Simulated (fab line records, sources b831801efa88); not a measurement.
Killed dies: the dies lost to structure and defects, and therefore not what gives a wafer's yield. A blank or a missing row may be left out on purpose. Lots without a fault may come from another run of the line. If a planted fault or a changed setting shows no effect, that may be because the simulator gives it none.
fab line records ; flow sky130 ; part 1 of 2: steps 1 to 31 of 32
record: lots: 6; wafers: 18; lastDay: 50
route steps=708 shown VIA1@473 METAL2@483 PAD_OPEN@708
lots that met no fault: taken from a fault-free run of the same line
startH: start of the lot's first displayed wafer, in hours after the record's first day ; waitH: time in hours since the lot's previous step ; " as in the row above ; L1.1+2: several wafers, shown together as one row ; - no value, or no start was given ; * or withheld: withheld ; < > ~ a bound
route shown NAME@n: names a module that has steps shown in the file, with the first one's number in the route ; usual: average and standard deviation across the fault-free wafers ; same: alike in all rows ; chamber/n: place in a boat ; sites: the reading at each site ; _std_site: the standard deviation of these ; _edge_site: mean of outer sites minus mean of inner sites ; radiusMm: how far each site lies from the wafer's centre ; mask NAME#n: copy n ; behind: the last tool/chamber to shape the wafer ; hold: what put the lot on hold/how long, in hours/how the hold closed ; device: which transistor (n, p or np) failed to switch ; end of line: tests run on the same wafers once the route is complete ; a step given without rows: its recipe and nothing more ; killed: count of dies lost to structure and defects at first sort (not the wafer's yield) ; map: dies across one wafer; x = killed, . = not, _ = none there
set.NAME: the run value of the setting; set.NAME@STEP: its run value at that earlier step ; model.NAME: the simulator's own value behind a step, which no gauge read
certain route steps with their lots: each step a table, each wafer a row
services: the hour from which a tool's chamber was out of use, counted from the record's first day as startH (under 0 if before that day), plus the number of hours and why
== steps ==
step: SKY_VIA1_ETCH_15
recipe: target: SiO2; chemistry: C4F8/O2/Ar; targetDepthNm: 351; stopOn: TiN; maskMaterial: KrF-thick; sourceW: 1500; biasW: 1200; pressureMtorr: 40; c4f8FlowSccm: withheld; O2_flow_sccm: 6; Ar_flow_sccm: 300; timeS: 54
step: SKY_VIA1_STRIP_16
recipe: chemistry: O2/N2; powerW: 1400; pressureMtorr: 1500; platenTempC: withheld; o2FlowSccm: 3000; n2FlowSccm: 300; overashFraction: 0.5
usual: chamberPressureMTorr: 1499.9/1.3; drypumpMotorCurrentA: 5.8/0.56; oesProductAu: 0.415/0.0048; stripTimeToEndpointS: 4.44/0.037
lot.wafer;tool;chamber;startH;waitH;chamberPressureMTorr;drypumpMotorCurrentA;oesProductAu;rfHoursCounterH;stripTimeToEndpointS
L504.1;plasmaAsher-03;1;796.59;0.0;1501.4;5.4;0.418;5;4.48
L504.4;plasmaAsher-03;0;796.59;0.0;1499.2;5.2;0.411;-;4.41
L504.5;plasmaAsher-03;1;796.59;0.0;1500.6;5.3;0.420;-;4.48
L505.3;plasmaAsher-01;1;814.97;0.1;1498.5;6.7;0.413;-;4.43
L505.4;plasmaAsher-01;0;814.97;0.1;1497.8;5.8;0.415;-;4.40
L505.5;plasmaAsher-01;0;814.97;0.1;1502.0;5.8;0.410;-;4.46
L515.2;plasmaAsher-04;0;884.64;0.0;1499.9;5.2;0.410;44;4.47
L515.3;plasmaAsher-04;0;884.64;0.0;1499.1;5.2;0.412;-;4.39
L515.5;plasmaAsher-04;1;884.64;0.0;1498.2;5.9;0.411;-;4.42
L516.1;plasmaAsher-01;1;891.49;0.0;1499.2;6.7;0.411;102;4.38
L516.3;plasmaAsher-01;1;891.49;0.0;1500.2;6.8;0.412;-;4.37
L516.5;plasmaAsher-01;0;891.49;0.0;1501.8;5.8;0.417;-;4.38
L518.1;plasmaAsher-04;0;908.39;0.0;1498.9;5.2;0.406;46;4.42
L518.4;plasmaAsher-04;0;908.39;0.0;1499.4;5.2;0.420;-;4.38
L518.6;plasmaAsher-04;1;908.39;0.0;1500.5;5.9;0.417;-;4.43
L526.3;plasmaAsher-03;0;967.22;0.1;1500.1;5.2;0.414;-;4.48
L526.4;plasmaAsher-03;1;967.22;0.1;1500.0;5.3;0.413;-;4.46
L526.5;plasmaAsher-03;1;967.22;0.1;1502.4;5.3;0.422;-;4.49
step: SKY_VIA1_STRIP_17
recipe: chemistry: postEtchResidueRemover; timeS: 1200; tempC: 72.5
step: SKY_VIA1_CLEAN_18
recipe: chemistry: IPA; timeS: 180; tempC: 25
step: SKY_VIA1_CLEAN_19
recipe: chemistry: O3/DIW; dry: n2Spin
step: SKY_VIA1_SPUTTER_20
recipe: material: TiN; targetThkNm: 20; chamberPressurePa: 5; powerW: 4000; timeS: 80
step: SKY_VIA1_CVD_21
recipe: material: W; targetThkNm: 270; timeS: 80.902; tempC: 400; pressureTorr: 40
step: SKY_VIA1_RS_MEAS_22
recipe: thkMeasGauge: four-point-probe; reads: W_of_VIA1_CVD_21+TiN_of_VIA1_SPUTTER_20
usual: VIA1_W_RS: 0.426/0.0054
lot.wafer;tool;chamber;startH;waitH;VIA1_W_RS[ohm/sq]
L504.1;filmMetro-01;-;797.38;0.1;0.425
L504.4;filmMetro-01;-;797.38;0.1;0.427
L504.5;filmMetro-01;-;797.38;0.1;0.426
L505.3;filmMetro-01;-;815.73;0.1;0.420
L505.4;filmMetro-01;-;815.73;0.1;0.423
L505.5;filmMetro-01;-;815.73;0.1;0.422
L515.2;filmMetro-02;-;885.40;0.1;0.423
L515.3;filmMetro-02;-;885.40;0.1;0.421
L515.5;filmMetro-02;-;885.40;0.1;0.415
L516.1;filmMetro-01;-;892.24;0.1;0.420
L516.3;filmMetro-01;-;892.24;0.1;0.421
L516.5;filmMetro-01;-;892.24;0.1;0.422
L518.1;filmMetro-04;-;909.13;0.1;0.424
L518.4;filmMetro-04;-;909.13;0.1;0.434
L518.6;filmMetro-04;-;909.13;0.1;0.424
L526.3;filmMetro-04;-;967.98;0.1;0.424
L526.4;filmMetro-04;-;967.98;0.1;0.421
L526.5;filmMetro-04;-;967.98;0.1;0.421
step: SKY_VIA1_THK_MEAS_23
recipe: thkMeasGauge: xrf; reads: W_of_VIA1_CVD_21
usual: VIA1_W_THK: 267/3.8
lot.wafer;tool;chamber;startH;waitH;VIA1_W_THK[nm]
L504.1;filmMetro-01;-;797.50;0.1;268
L504.4;filmMetro-01;-;797.50;0.1;267
L504.5;filmMetro-01;-;797.50;0.1;267
L505.3;filmMetro-01;-;815.83;0.1;271
L505.4;filmMetro-01;-;815.83;0.1;269
L505.5;filmMetro-01;-;815.83;0.1;269
L515.2;filmMetro-02;-;885.51;0.1;272
L515.3;filmMetro-02;-;885.51;0.1;271
L515.5;filmMetro-02;-;885.51;0.1;276
L516.1;filmMetro-01;-;892.36;0.1;270
L516.3;filmMetro-01;-;892.36;0.1;270
L516.5;filmMetro-01;-;892.36;0.1;270
L518.1;filmMetro-04;-;909.25;0.1;270
L518.4;filmMetro-04;-;909.25;0.1;263
L518.6;filmMetro-04;-;909.25;0.1;270
L526.3;filmMetro-04;-;968.08;0.1;269
L526.4;filmMetro-04;-;968.08;0.1;271
L526.5;filmMetro-04;-;968.08;0.1;270
step: SKY_VIA1_CMP_24
recipe: stopOn: SiO2; tOverpolishS: 15; downForcePsi: 3.5; platenRpm: 60; targetThkNm: 0; padVelocityMS: 0.94248
usual: edgeZonePressureFrac: 1.000/0.0052; motorCurrentA: 11.1/0.82; overpolishRunS: 15.000/0.0084; timeToEndpointS: 66/3.1
lot.wafer;tool;chamber;startH;waitH;edgeZonePressureFrac;motorCurrentA;overpolishRunS;timeToEndpointS
L504.1;cmp-01;2;797.61;0.1;0.998;10.0;15.011;66
L504.4;cmp-01;0;797.61;0.1;1.003;10.7;14.995;68
L504.5;cmp-01;1;797.61;0.1;0.996;12.4;14.999;65
L505.3;cmp-01;2;815.92;0.1;1.005;10.5;14.991;68
L505.4;cmp-01;0;815.92;0.1;1.004;10.4;15.007;70
L505.5;cmp-01;2;815.92;0.1;1.001;9.4;15.010;68
L515.2;cmp-01;2;885.61;0.1;0.999;10.1;14.989;67
L515.3;cmp-01;3;885.61;0.1;0.996;11.9;15.008;64
L515.5;cmp-01;1;885.61;0.1;0.997;11.8;14.994;65
L516.3;cmp-01;3;892.42;0.0;1.003;10.9;14.997;67
L516.1;cmp-01;2;892.42;0.0;1.007;9.3;15.011;67
L516.5;cmp-01;3;892.42;0.0;1.010;11.4;14.995;66
L518.1;cmp-01;1;909.37;0.1;1.001;12.1;14.995;59
L518.4;cmp-01;3;909.37;0.1;1.005;10.7;15.002;59
L518.6;cmp-01;0;909.37;0.1;1.001;11.1;14.999;63
L526.3;cmp-02;3;968.26;0.2;1.007;12.2;14.988;62
L526.4;cmp-02;0;968.26;0.2;1.001;10.9;14.996;68
L526.5;cmp-02;1;968.26;0.2;0.995;9.8;15.002;71
step: SKY_METAL2_SPUTTER_00
recipe: material: Ti; targetThkNm: 15; powerW: 3000; timeS: 10; chamberPressurePa: 0.4
step: SKY_METAL2_SPUTTER_01
recipe: material: TiN; targetThkNm: 20; powerW: 6500; timeS: 16.7; chamberPressurePa: 0.4
step: SKY_METAL2_SPUTTER_02
recipe: material: AlCu; targetThkNm: 250; powerW: 10600; timeS: 13.3; chamberPressurePa: 0.4
usual: throttleValvePct: 30.1/0.74
lot.wafer;tool;chamber;startH;waitH;throttleValvePct;model.AlCu_of_METAL2_SPUTTER_02.thkNm
L504.1;pvdSputter-03;-;797.91;0.0;30.3;246.8
L504.4;pvdSputter-03;-;797.91;0.0;29.9;248
L504.5;pvdSputter-03;-;797.91;0.0;30.0;246.1
L505.3;pvdSputter-01;-;816.22;0.0;30.3;247.9
L505.4;pvdSputter-01;-;816.22;0.0;30.1;245
L505.5;pvdSputter-01;-;816.22;0.0;29.9;246.7
L515.2;pvdSputter-03;-;885.91;0.0;29.6;324.2
L515.3;pvdSputter-03;-;885.91;0.0;30.4;322
L515.5;pvdSputter-03;-;885.91;0.0;29.6;318.6
L516.1;pvdSputter-03;-;892.77;0.0;29.7;315.8
L516.3;pvdSputter-03;-;892.77;0.0;30.1;317
L516.5;pvdSputter-03;-;892.77;0.0;30.1;317.7
L518.1;pvdSputter-04;-;909.68;0.0;31.4;243.9
L518.4;pvdSputter-04;-;909.68;0.0;31.4;246.7
L518.6;pvdSputter-04;-;909.68;0.0;31.5;244.7
L526.3;pvdSputter-01;-;968.51;0.0;29.1;247.7
L526.4;pvdSputter-01;-;968.51;0.0;30.3;248.8
L526.5;pvdSputter-01;-;968.51;0.0;30.1;248.8
step: SKY_METAL2_SPUTTER_03
recipe: material: Ti; targetThkNm: 5; powerW: 3000; timeS: 3.3; chamberPressurePa: 0.4
step: SKY_METAL2_SPUTTER_04
recipe: material: TiN; targetThkNm: 70; powerW: 6500; timeS: 58.3; chamberPressurePa: 0.4
step: SKY_METAL2_RS_MEAS_05
recipe: thkMeasGauge: four-point-probe; reads: TiN_of_METAL2_SPUTTER_04+Ti_of_METAL2_SPUTTER_03+AlCu_of_METAL2_SPUTTER_02+TiN_of_METAL2_SPUTTER_01+Ti_of_METAL2_SPUTTER_00
usual: METAL2_ALCU_RS: 0.1271/0.0015
lot.wafer;tool;chamber;startH;waitH;METAL2_ALCU_RS[ohm/sq]
L504.1;filmMetro-04;-;798.00;0.0;0.1282
L504.4;filmMetro-04;-;798.00;0.0;0.1278
L504.5;filmMetro-04;-;798.00;0.0;0.1289
L505.3;filmMetro-04;-;816.35;0.1;0.1280
L505.4;filmMetro-04;-;816.35;0.1;0.1296
L505.5;filmMetro-04;-;816.35;0.1;0.1284
L515.2;filmMetro-02;-;886.02;0.0;0.0971
L515.3;filmMetro-02;-;886.02;0.0;0.0978
L515.5;filmMetro-02;-;886.02;0.0;0.0990
L516.1;filmMetro-03;-;892.86;0.0;0.0998
L516.3;filmMetro-03;-;892.86;0.0;0.0994
L516.5;filmMetro-03;-;892.86;0.0;0.0993
L518.1;filmMetro-04;-;909.78;0.0;0.1298
L518.4;filmMetro-04;-;909.78;0.0;0.1283
L518.6;filmMetro-04;-;909.78;0.0;0.1293
L526.3;filmMetro-02;-;968.64;0.1;0.1281
L526.4;filmMetro-02;-;968.64;0.1;0.1274
L526.5;filmMetro-02;-;968.64;0.1;0.1275
step: SKY_METAL2_THK_MEAS_06
recipe: thkMeasGauge: xrf; reads: AlCu_of_METAL2_SPUTTER_02
usual: METAL2_ALCU_THK: 248/3
lot.wafer;tool;chamber;startH;waitH;METAL2_ALCU_THK[nm]
L504.1;filmMetro-04;-;798.12;0.1;247
L504.4;filmMetro-04;-;798.12;0.1;247
L504.5;filmMetro-04;-;798.12;0.1;245
L505.3;filmMetro-04;-;816.45;0.1;248
L505.4;filmMetro-04;-;816.45;0.1;244
L505.5;filmMetro-04;-;816.45;0.1;246
L515.2;filmMetro-02;-;886.13;0.1;324
L515.3;filmMetro-02;-;886.13;0.1;317
L515.5;filmMetro-02;-;886.13;0.1;317
L516.1;filmMetro-03;-;892.98;0.1;312
L516.3;filmMetro-03;-;892.98;0.1;315
L516.5;filmMetro-03;-;892.98;0.1;317
L518.1;filmMetro-04;-;909.90;0.1;244
L518.4;filmMetro-04;-;909.90;0.1;246
L518.6;filmMetro-04;-;909.90;0.1;243
L526.3;filmMetro-02;-;968.74;0.1;247
L526.4;filmMetro-02;-;968.74;0.1;248
L526.5;filmMetro-02;-;968.74;0.1;248
step: SKY_METAL2_DEHYDRATE_07
recipe: tempC: 200; timeS: 60
step: SKY_METAL2_HMDS_08
recipe: primeTimeS: 60; primeTempC: 120
step: SKY_METAL2_COAT_09
recipe: resist: BARC; tempC: withheld; timeS: withheld; spinRpm: 3000; resistThkNm: 60
step: SKY_METAL2_COAT_10
recipe: resist: KrF-thick; spinRpm: 3000; resistThkNm: 450
step: SKY_METAL2_SOFTBAKE_11
recipe: tempC: 100; timeS: 90; resist: KrF-thick
step: SKY_METAL2_EXPOSE_12
recipe: maskId: MM2; na: 0.8; sourceShape: annular; sigmaInner: 0.55; sigmaOuter: 0.85; targetCdNm: 140; doseMj: 28
step: SKY_METAL2_PEB_13
recipe: pebTempC: withheld; pebTimeS: withheld; resist: KrF-thick
step: SKY_METAL2_DEVELOP_14
recipe: developTimeS: 60; resist: KrF-thick; devTempC: 21
step: SKY_METAL2_CD_MEAS_15
recipe: targetCdNm: 140
usual: cdNm: 139.6/1.7
lot.wafer;tool;chamber;startH;waitH;cdNm
L504.1;cdSem-02;-;823.51;-;144.0
L504.4;cdSem-02;-;823.51;-;142.7
L504.5;cdSem-02;-;823.51;-;143.6
L505.3;cdSem-02;-;842.88;-;139.6
L505.4;cdSem-02;-;842.88;-;140.2
L505.5;cdSem-02;-;842.88;-;138.2
L515.2;cdSem-02;-;911.48;-;137.7
L515.3;cdSem-02;-;911.48;-;139.7
L515.5;cdSem-02;-;911.48;-;138.8
L516.1;cdSem-01;-;917.49;-;141.0
L516.3;cdSem-01;-;917.49;-;142.2
L516.5;cdSem-01;-;917.49;-;140.4
L518.1;cdSem-01;-;934.54;-;137.1
L518.4;cdSem-01;-;934.54;-;136.7
L518.6;cdSem-01;-;934.54;-;138.2
L526.3;cdSem-01;-;992.31;-;135.6
L526.4;cdSem-01;-;992.31;-;138.6
L526.5;cdSem-01;-;992.31;-;138.0
step: SKY_METAL2_OVL_MEAS_16
usual: METAL2_OVL: -1/6.2
lot.wafer;tool;chamber;startH;waitH;METAL2_OVL[nm]
L504.1;overlay-01;-;823.63;0.1;4
L504.4;overlay-01;-;823.63;0.1;-1
L504.5;overlay-01;-;823.63;0.1;5
L505.3;overlay-01;-;842.98;0.1;-7
L505.4;overlay-01;-;842.98;0.1;-9
L505.5;overlay-01;-;842.98;0.1;-14
L515.2;overlay-02;-;911.59;0.1;-1
L515.3;overlay-02;-;911.59;0.1;-5
L515.5;overlay-02;-;911.59;0.1;-5
L516.1;overlay-02;-;917.61;0.1;-11
L516.3;overlay-02;-;917.61;0.1;-12
L516.5;overlay-02;-;917.61;0.1;-14
L518.1;overlay-02;-;934.66;0.1;6
L518.4;overlay-02;-;934.66;0.1;8
L518.6;overlay-02;-;934.66;0.1;11
L526.3;overlay-02;-;992.40;0.1;0
L526.4;overlay-02;-;992.40;0.1;1
L526.5;overlay-02;-;992.40;0.1;-1
step: SKY_METAL2_DESCUM_17
recipe: chemistry: O2; sourcePowerW: 150; biasPowerW: 0; pressureMtorr: 10; tempC: 40; timeS: 8
usual: chamberPressureMTorr: 10.000/0.0086; drypumpMotorCurrentA: 6.1/0.32; oesProductAu: 0.994/0.0081; tempC: 39.99/0.097
same: biasPowerW: 0; timeS: 8
lot.wafer;tool;chamber;startH;waitH;chamberPressureMTorr;drypumpMotorCurrentA;oesProductAu;rfHoursCounterH;tempC
L504.1;rieMetal-03;1;823.67;0.0;10.002;6.2;0.996;10;40.05
L504.4;rieMetal-03;1;823.67;0.0;9.990;6.2;0.990;-;39.99
L504.5;rieMetal-03;0;823.67;0.0;10.004;6.1;0.990;-;39.95
L505.3;rieMetal-03;1;843.02;0.0;10.006;6.2;0.991;-;40.00
L505.4;rieMetal-03;1;843.02;0.0;9.994;6.2;0.988;-;39.94
L505.5;rieMetal-03;1;843.02;0.0;9.989;6.2;0.992;-;39.92
L515.2;rieMetal-03;1;911.62;0.0;10.004;6.2;0.988;14;39.95
L515.3;rieMetal-03;1;911.62;0.0;10.002;6.2;0.986;-;40.00
L515.5;rieMetal-03;0;911.62;0.0;10.005;6.1;0.980;-;39.93
L516.1;rieMetal-03;1;917.65;0.0;9.990;6.2;0.989;14;40.02
L516.3;rieMetal-03;0;917.65;0.0;10.001;6.1;0.985;-;39.88
L516.5;rieMetal-03;1;917.65;0.0;9.990;6.2;0.992;-;40.09
L518.1;rieMetal-02;1;934.70;0.0;9.998;5.4;0.991;12;40.09
L518.4;rieMetal-02;0;934.70;0.0;10.001;6.3;0.999;-;40.02
L518.6;rieMetal-02;0;934.70;0.0;9.984;6.3;1.004;-;40.15
L526.3;rieMetal-04;0;992.43;0.0;9.990;6.1;0.975;-;39.94
L526.4;rieMetal-04;1;992.43;0.0;9.997;6.5;0.991;-;39.91
L526.5;rieMetal-04;0;992.43;0.0;9.980;6.2;0.984;-;39.99
step: SKY_METAL2_ETCH_18
recipe: chemistry: N2/H2; target: BARC; ionEnergyEv: 200; biasW: 100; pressureMtorr: 30; n2FlowSccm: 100; h2FlowSccm: 200; icpW: 500; stopOn: SiO2; timeS: 45.9; targetDepthA: 600
usual: chamberPressureMTorr: 30.00/0.031; drypumpMotorCurrentA: 6.1/0.32; oesProductAu: 0.854/0.0045; throttleValvePct: 13.225/0.0085
same: timeS: 45.9
lot.wafer;tool;chamber;startH;waitH;chamberPressureMTorr;drypumpMotorCurrentA;oesProductAu;rfHoursCounterH;throttleValvePct
L504.1;rieMetal-03;1;823.70;0.0;29.97;6.2;0.853;10;13.221
L504.4;rieMetal-03;1;823.70;0.0;29.99;6.2;0.860;-;13.220
L504.5;rieMetal-03;0;823.70;0.0;30.00;6.1;0.863;-;13.222
L505.3;rieMetal-03;1;843.11;0.1;29.98;6.2;0.860;-;13.226
L505.4;rieMetal-03;1;843.11;0.1;29.98;6.2;0.851;-;13.224
L505.5;rieMetal-03;1;843.11;0.1;29.98;6.2;0.853;-;13.236
L515.2;rieMetal-03;1;911.65;0.0;30.00;6.2;0.848;14;13.223
L515.3;rieMetal-03;1;911.65;0.0;29.93;6.2;0.858;-;13.223
L515.5;rieMetal-03;0;911.65;0.0;30.04;6.1;0.856;-;13.212
L516.1;rieMetal-03;1;917.68;0.0;29.95;6.2;0.858;14;13.213
L516.3;rieMetal-03;0;917.68;0.0;30.03;6.1;0.848;-;13.215
L516.5;rieMetal-03;1;917.68;0.0;29.95;6.2;0.852;-;13.231
L518.1;rieMetal-02;1;934.73;0.0;30.00;5.4;0.850;12;13.234
L518.4;rieMetal-02;0;934.73;0.0;29.97;6.3;0.859;-;13.208
L518.6;rieMetal-02;0;934.73;0.0;30.03;6.3;0.864;-;13.221
L526.3;rieMetal-04;0;992.48;0.0;29.98;6.1;0.858;-;13.226
L526.4;rieMetal-04;1;992.48;0.0;29.94;6.5;0.858;-;13.210
L526.5;rieMetal-04;0;992.48;0.0;30.05;6.1;0.851;-;13.230
step: SKY_METAL2_METAL_ETCH_19
recipe: targetDepthA: 3600; stopOn: SiO2; overEtchFrac: 0.3; timeS: 78; chemistry: Cl2/BCl3; resistSidewallDeg: 88; pressureMtorr: 10; icpW: 900; biasW: 48.5; Cl2_flow_sccm: 60; bcl3FlowSccm: 30
usual: chamberPressureMTorr: 10.000/0.0083; drypumpMotorCurrentA: 6.1/0.32; mfcCl2Sccm: 60.00/0.17; oesProductAu: 0.854/0.0062; throttleValvePct: 22.264/0.0091
same: timeS: 78
lot.wafer;tool;chamber;startH;waitH;chamberPressureMTorr;drypumpMotorCurrentA;mfcCl2Sccm;oesProductAu;rfHoursCounterH;throttleValvePct
L504.1;rieMetal-03;1;823.77;0.0;9.998;6.2;60.07;0.852;10;22.285
L504.4;rieMetal-03;1;823.77;0.0;10.001;6.2;59.96;0.854;-;22.253
L504.5;rieMetal-03;0;823.77;0.0;10.004;6.1;60.03;0.851;-;22.277
L505.3;rieMetal-03;1;843.25;0.1;10.004;6.2;60.14;0.848;-;22.268
L505.4;rieMetal-03;1;843.25;0.1;10.000;6.2;59.81;0.839;-;22.271
L505.5;rieMetal-03;1;843.25;0.1;9.992;6.2;59.80;0.851;-;22.261
L515.2;rieMetal-03;1;911.71;0.0;10.002;6.2;59.98;0.907;14;22.263
L515.3;rieMetal-03;1;911.71;0.0;10.003;6.2;60.12;0.909;-;22.279
L515.5;rieMetal-03;0;911.71;0.0;10.008;6.1;59.78;0.904;-;22.268
L516.1;rieMetal-03;1;917.75;0.0;10.006;6.2;59.90;0.893;14;22.252
L516.3;rieMetal-03;0;917.75;0.0;10.021;6.1;60.15;0.896;-;22.253
L516.5;rieMetal-03;1;917.75;0.0;9.999;6.2;60.04;0.905;-;22.272
L518.1;rieMetal-02;1;934.80;0.0;9.990;5.4;60.04;0.847;12;22.267
L518.4;rieMetal-02;0;934.80;0.0;10.000;6.3;59.97;0.846;-;22.268
L518.6;rieMetal-02;0;934.80;0.0;9.997;6.2;59.77;0.852;-;22.265
L526.3;rieMetal-04;0;992.55;0.1;9.991;6.1;59.78;0.855;-;22.268
L526.4;rieMetal-04;1;992.55;0.1;9.998;6.5;59.72;0.855;-;22.266
L526.5;rieMetal-04;0;992.55;0.1;10.008;6.1;60.03;0.854;-;22.260
step: SKY_METAL2_STRIP_20
recipe: chemistry: O2/N2; powerW: 1400; pressureMtorr: 1500; platenTempC: withheld; o2FlowSccm: 3000; n2FlowSccm: 300; overashFraction: 0.5
usual: chamberPressureMTorr: 1500.0/1.4; drypumpMotorCurrentA: 5.6/0.3; oesProductAu: 0.344/0.0047; stripTimeToEndpointS: 2.73/0.032
lot.wafer;tool;chamber;startH;waitH;chamberPressureMTorr;drypumpMotorCurrentA;oesProductAu;rfHoursCounterH;stripTimeToEndpointS
L504.1;plasmaAsher-02;0;823.86;0.1;1499.0;6.0;0.351;75;2.70
L504.4;plasmaAsher-02;1;823.86;0.1;1499.9;5.7;0.351;-;2.73
L504.5;plasmaAsher-02;1;823.86;0.1;1501.9;5.7;0.350;-;2.75
L505.3;plasmaAsher-03;1;843.40;0.1;1499.6;5.3;0.342;-;2.77
L505.4;plasmaAsher-03;0;843.40;0.1;1499.4;5.2;0.340;-;2.77
L505.5;plasmaAsher-03;0;843.40;0.1;1498.7;5.2;0.351;-;2.74
L515.2;plasmaAsher-04;1;911.80;0.1;1497.2;5.9;0.349;47;2.75
L515.3;plasmaAsher-04;1;911.80;0.1;1502.7;5.9;0.356;-;2.78
L515.5;plasmaAsher-04;1;911.80;0.1;1499.9;5.9;0.350;-;2.81
L516.1;plasmaAsher-04;0;917.84;0.1;1497.9;5.2;0.349;47;2.71
L516.3;plasmaAsher-04;1;917.84;0.1;1497.1;5.9;0.344;-;2.75
L516.5;plasmaAsher-04;0;917.84;0.1;1500.8;5.2;0.345;-;2.73
L518.1;plasmaAsher-02;0;934.89;0.1;1500.7;5.9;0.347;86;2.74
L518.4;plasmaAsher-02;0;934.89;0.1;1501.6;5.9;0.346;-;2.71
L518.6;plasmaAsher-02;1;934.89;0.1;1501.7;5.7;0.349;-;2.72
L526.3;plasmaAsher-02;1;992.64;0.1;1497.7;5.7;0.343;-;2.78
L526.4;plasmaAsher-02;0;992.64;0.1;1501.6;6.0;0.354;-;2.78
L526.5;plasmaAsher-02;0;992.64;0.1;1501.4;6.0;0.347;-;2.80
== key ==
firstSign: step: SKY_METAL2_RS_MEAS_05; reading: METAL2_ALCU_RS; direction: down; sigmas: 19; usual: 0.1271; struck: 0.0987
effect: step: SKY_METAL2_THK_MEAS_06; reading: METAL2_ALCU_THK; direction: up; sigmas: 23; usual: 248; struck: 317
effect: step: SKY_METAL2_METAL_ETCH_19; reading: oesProductAu; direction: up; sigmas: 7.8; usual: 0.854; struck: 0.902
modelEffect: step: SKY_METAL2_SPUTTER_02; value: AlCu_of_METAL2_SPUTTER_02.thkNm; without: 251.9; struck: 319.2
modelEffect: step: SKY_PAD_OPEN_PROBE_99; value: etest.met2.lineOhmUm; without: 0.8844; struck: 0.6928
metAt SKY_METAL2_SPUTTER_02
struckWafers L515.2,L515.3,L515.5,L516.1,L516.3,L516.5
onsetBetween 797.91 885.91
fault: kind: processParameterDrift; tool: pvdSputter-03; chamber: -; onsetH: 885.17; steps: SKY_METAL2_SPUTTER_02; channel: timeS; offset: *; shape: step; endH: 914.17; actsIn: *; stated: *
